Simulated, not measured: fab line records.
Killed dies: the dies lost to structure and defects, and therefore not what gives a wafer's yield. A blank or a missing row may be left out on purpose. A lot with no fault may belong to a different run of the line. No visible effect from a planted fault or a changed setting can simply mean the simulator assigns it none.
The tool behind it: which one? || flow gf180mcu || Sampling: 12 lots, 36 wafers, 3 of 602 route steps

## WHAT EACH GAUGE READ, for each wafer
GF_VT_IMPLANT_TW_MEAS_32. Usual: VT_IMPLANT_3_TW typically reads 269.8, with standard deviation 1.8.
{"lot": "L822", "measured": "day 6 19:31", "on": "filmMetro-03", "VT_IMPLANT_3_TW": "271.2 271.5 271.7", "flag": ""}
{"lot": "L823", "measured": "day 7 04:52", "on": "filmMetro-01", "VT_IMPLANT_3_TW": "267.9 268.7 269.9", "flag": ""}
{"lot": "L824", "measured": "day 7 08:51", "on": "filmMetro-04", "VT_IMPLANT_3_TW": "270.1 271.4 270.6", "flag": ""}
{"lot": "L825", "measured": "day 7 14:01", "on": "filmMetro-03", "VT_IMPLANT_3_TW": "274.3 272.3 273.9", "flag": ""}
{"lot": "L828", "measured": "day 8 06:34", "on": "filmMetro-04", "VT_IMPLANT_3_TW": "268.7 268.9 271.0", "flag": ""}
{"lot": "L833", "measured": "day 9 21:11", "on": "filmMetro-03", "VT_IMPLANT_3_TW": "246.9 246.6 245.3", "flag": "OFF"}
{"lot": "L834", "measured": "day 10 02:22", "on": "filmMetro-04", "VT_IMPLANT_3_TW": "243.9 246.5 246.3", "flag": "OFF"}
{"lot": "L840", "measured": "day 11 18:50", "on": "filmMetro-01", "VT_IMPLANT_3_TW": "270.5 270.6 271.7", "flag": ""}
{"lot": "L842", "measured": "day 12 12:28", "on": "filmMetro-03", "VT_IMPLANT_3_TW": "273.4 273.7 273.1", "flag": ""}
{"lot": "L843", "measured": "day 13 04:17", "on": "filmMetro-04", "VT_IMPLANT_3_TW": "267.5 266.1 266.4", "flag": ""}
{"lot": "L844", "measured": "day 13 05:40", "on": "filmMetro-04", "VT_IMPLANT_3_TW": "266.4 267.0 266.0", "flag": ""}
{"lot": "L845", "measured": "day 13 18:54", "on": "filmMetro-01", "VT_IMPLANT_3_TW": "268.0 268.6 268.6", "flag": ""}

## TOOL THAT RAN EACH LOT (tool first, then ch and the chambers of the sampled wafers, then the start)
{"lot": "L822", "GF_DNWELL_STRIP_08": "plasmaAsher-03 ch 0,1, day 2 17:37", "GF_VT_IMPLANT_IMPLANT_30": "implanter-03 ch 0, day 6 19:17"}
{"lot": "L823", "GF_DNWELL_STRIP_08": "plasmaAsher-01 ch 0,1, day 3 01:02", "GF_VT_IMPLANT_IMPLANT_30": "implanter-03 ch 0, day 7 04:38"}
{"lot": "L824", "GF_DNWELL_STRIP_08": "plasmaAsher-03 ch 0,1, day 3 05:37", "GF_VT_IMPLANT_IMPLANT_30": "implanter-03 ch 0, day 7 08:37"}
{"lot": "L825", "GF_DNWELL_STRIP_08": "plasmaAsher-04 ch 0,1, day 3 11:10", "GF_VT_IMPLANT_IMPLANT_30": "implanter-04 ch 0, day 7 13:47"}
{"lot": "L828", "GF_DNWELL_STRIP_08": "plasmaAsher-03 ch 0,1, day 4 01:37", "GF_VT_IMPLANT_IMPLANT_30": "implanter-03 ch 0, day 8 06:19"}
{"lot": "L833", "GF_DNWELL_STRIP_08": "plasmaAsher-01 ch 0,1, day 5 08:14", "GF_VT_IMPLANT_IMPLANT_30": "implanter-03 ch 0, day 9 20:58"}
{"lot": "L834", "GF_DNWELL_STRIP_08": "plasmaAsher-04 ch 0,1, day 5 12:24", "GF_VT_IMPLANT_IMPLANT_30": "implanter-03 ch 0, day 10 02:07"}
{"lot": "L840", "GF_DNWELL_STRIP_08": "plasmaAsher-04 ch 0,1, day 6 20:22", "GF_VT_IMPLANT_IMPLANT_30": "implanter-02 ch 0, day 11 18:35"}
{"lot": "L842", "GF_DNWELL_STRIP_08": "plasmaAsher-01 ch 0,1, day 7 09:31", "GF_VT_IMPLANT_IMPLANT_30": "implanter-04 ch 0, day 12 12:13"}
{"lot": "L843", "GF_DNWELL_STRIP_08": "plasmaAsher-01 ch 0,1, day 7 22:07", "GF_VT_IMPLANT_IMPLANT_30": "implanter-03 ch 0, day 13 04:02"}
{"lot": "L844", "GF_DNWELL_STRIP_08": "plasmaAsher-03 ch 0,1, day 7 22:28", "GF_VT_IMPLANT_IMPLANT_30": "implanter-04 ch 0, day 13 05:25"}
{"lot": "L845", "GF_DNWELL_STRIP_08": "plasmaAsher-04 ch 0,1, day 8 08:37", "GF_VT_IMPLANT_IMPLANT_30": "implanter-03 ch 0, day 13 18:39"}
- GF_DNWELL_STRIP_08: strips in O2/N2.
- GF_VT_IMPLANT_IMPLANT_30

## AS READ BY THE TOOLS THEMSELVES (means over the sampled wafers that have a number; for cases with no such wafer, the mark the record gives instead)
GF_DNWELL_STRIP_08. Usual: drypumpMotorCurrentA 5.6 A, standard deviation 0.48; heaterPowerW 327 W, standard deviation 23; oesProductAu 0.722 a.u., standard deviation 0.0045; stripTimeToEndpointS 36.90 s, standard deviation 0.12.
{"lot": "L822", "tool": "plasmaAsher-03", "drypumpMotorCurrentA (A)": 5.4, "heaterPowerW (W)": 337, "oesProductAu (a.u.)": 0.725, "stripTimeToEndpointS (s)": 37.06, "flag": ""}
{"lot": "L823", "tool": "plasmaAsher-01", "drypumpMotorCurrentA (A)": 5.4, "heaterPowerW (W)": 322, "oesProductAu (a.u.)": 0.724, "stripTimeToEndpointS (s)": 36.71, "flag": ""}
{"lot": "L824", "tool": "plasmaAsher-03", "drypumpMotorCurrentA (A)": 5.8, "heaterPowerW (W)": 340, "oesProductAu (a.u.)": 0.721, "stripTimeToEndpointS (s)": 36.84, "flag": ""}
{"lot": "L825", "tool": "plasmaAsher-04", "drypumpMotorCurrentA (A)": 5.8, "heaterPowerW (W)": 325, "oesProductAu (a.u.)": 0.723, "stripTimeToEndpointS (s)": 36.97, "flag": ""}
{"lot": "L828", "tool": "plasmaAsher-03", "drypumpMotorCurrentA (A)": 5.8, "heaterPowerW (W)": 345, "oesProductAu (a.u.)": 0.726, "stripTimeToEndpointS (s)": 36.94, "flag": ""}
{"lot": "L833", "tool": "plasmaAsher-01", "drypumpMotorCurrentA (A)": 5.2, "heaterPowerW (W)": 329, "oesProductAu (a.u.)": 0.723, "stripTimeToEndpointS (s)": 36.90, "flag": ""}
{"lot": "L834", "tool": "plasmaAsher-04", "drypumpMotorCurrentA (A)": 6.0, "heaterPowerW (W)": 308, "oesProductAu (a.u.)": 0.721, "stripTimeToEndpointS (s)": 36.76, "flag": ""}
{"lot": "L840", "tool": "plasmaAsher-04", "drypumpMotorCurrentA (A)": 5.8, "heaterPowerW (W)": 330, "oesProductAu (a.u.)": 0.722, "stripTimeToEndpointS (s)": 36.76, "flag": ""}
{"lot": "L842", "tool": "plasmaAsher-01", "drypumpMotorCurrentA (A)": 5.2, "heaterPowerW (W)": 328, "oesProductAu (a.u.)": 0.718, "stripTimeToEndpointS (s)": 36.89, "flag": ""}
{"lot": "L843", "tool": "plasmaAsher-01", "drypumpMotorCurrentA (A)": 5.4, "heaterPowerW (W)": 314, "oesProductAu (a.u.)": 0.721, "stripTimeToEndpointS (s)": 37.13, "flag": ""}
{"lot": "L844", "tool": "plasmaAsher-03", "drypumpMotorCurrentA (A)": 5.4, "heaterPowerW (W)": 331, "oesProductAu (a.u.)": 0.722, "stripTimeToEndpointS (s)": 36.99, "flag": ""}
{"lot": "L845", "tool": "plasmaAsher-04", "drypumpMotorCurrentA (A)": 6.0, "heaterPowerW (W)": 309, "oesProductAu (a.u.)": 0.725, "stripTimeToEndpointS (s)": 36.87, "flag": ""}

GF_VT_IMPLANT_IMPLANT_30. Usual: beamEnergyKeV 25.000, standard deviation 0.0086; doseIonsCm2 2.5346e+12, standard deviation 2.6e+09; faradayCurrentUA 14.30, standard deviation 0.29.
{"lot": "L822", "tool": "implanter-03", "beamEnergyKeV": 25.016, "doseIonsCm2": 2.5336e+12, "faradayCurrentUA": 14.23, "flag": ""}
{"lot": "L823", "tool": "implanter-03", "beamEnergyKeV": 24.999, "doseIonsCm2": 2.5346e+12, "faradayCurrentUA": 14.18, "flag": ""}
{"lot": "L824", "tool": "implanter-03", "beamEnergyKeV": 25.001, "doseIonsCm2": 2.5351e+12, "faradayCurrentUA": 14.20, "flag": ""}
{"lot": "L825", "tool": "implanter-04", "beamEnergyKeV": 25.004, "doseIonsCm2": 2.5349e+12, "faradayCurrentUA": 14.30, "flag": ""}
{"lot": "L828", "tool": "implanter-03", "beamEnergyKeV": 24.992, "doseIonsCm2": 2.5341e+12, "faradayCurrentUA": 14.21, "flag": ""}
{"lot": "L833", "tool": "implanter-03", "beamEnergyKeV": 25.003, "doseIonsCm2": 1.8355e+12, "faradayCurrentUA": 10.32, "flag": "OFF"}
{"lot": "L834", "tool": "implanter-03", "beamEnergyKeV": 25.001, "doseIonsCm2": 1.8350e+12, "faradayCurrentUA": 10.16, "flag": "OFF"}
{"lot": "L840", "tool": "implanter-02", "beamEnergyKeV": 24.999, "doseIonsCm2": 2.5352e+12, "faradayCurrentUA": 14.16, "flag": ""}
{"lot": "L842", "tool": "implanter-04", "beamEnergyKeV": 24.999, "doseIonsCm2": 2.5362e+12, "faradayCurrentUA": 14.33, "flag": ""}
{"lot": "L843", "tool": "implanter-03", "beamEnergyKeV": 25.008, "doseIonsCm2": 2.5328e+12, "faradayCurrentUA": 14.32, "flag": ""}
{"lot": "L844", "tool": "implanter-04", "beamEnergyKeV": 25.003, "doseIonsCm2": 2.5348e+12, "faradayCurrentUA": 14.00, "flag": ""}
{"lot": "L845", "tool": "implanter-03", "beamEnergyKeV": 25.007, "doseIonsCm2": 2.5371e+12, "faradayCurrentUA": 14.40, "flag": ""}

## THE ANSWER, worked out from the rows above alone
Rule: take the mean of a lot's wafers that have a number; if it is more than 3 standard deviations from the usual mean, the lot is off. A lot without any number at a reading at which 4 lots or more have one is off too. Where the step has rows for the other lots, those lots are counted as sound. Order of review: gauges by route order, followed by the tools' own readings, for which a lot's mean as printed above is used. The first step at which some lot is off is used, and at that step the reading that is off furthest; a lot without a number counts as furthest.
Off: L833, L834, seen at GF_VT_IMPLANT_TW_MEAS_32 (VT_IMPLANT_3_TW).
A tool fits if, at a process step before that reading, it ran every lot that is off, and no sound lot after the first of them. The gauges at GF_VT_IMPLANT_TW_MEAS_32 aren't tried: what is off there is off at GF_VT_IMPLANT_IMPLANT_30 too, on other tools, and a gauge's error can't cause that. Not one of the candidates tried fits.

## WHAT THE SIMULATOR HAD INSERTED
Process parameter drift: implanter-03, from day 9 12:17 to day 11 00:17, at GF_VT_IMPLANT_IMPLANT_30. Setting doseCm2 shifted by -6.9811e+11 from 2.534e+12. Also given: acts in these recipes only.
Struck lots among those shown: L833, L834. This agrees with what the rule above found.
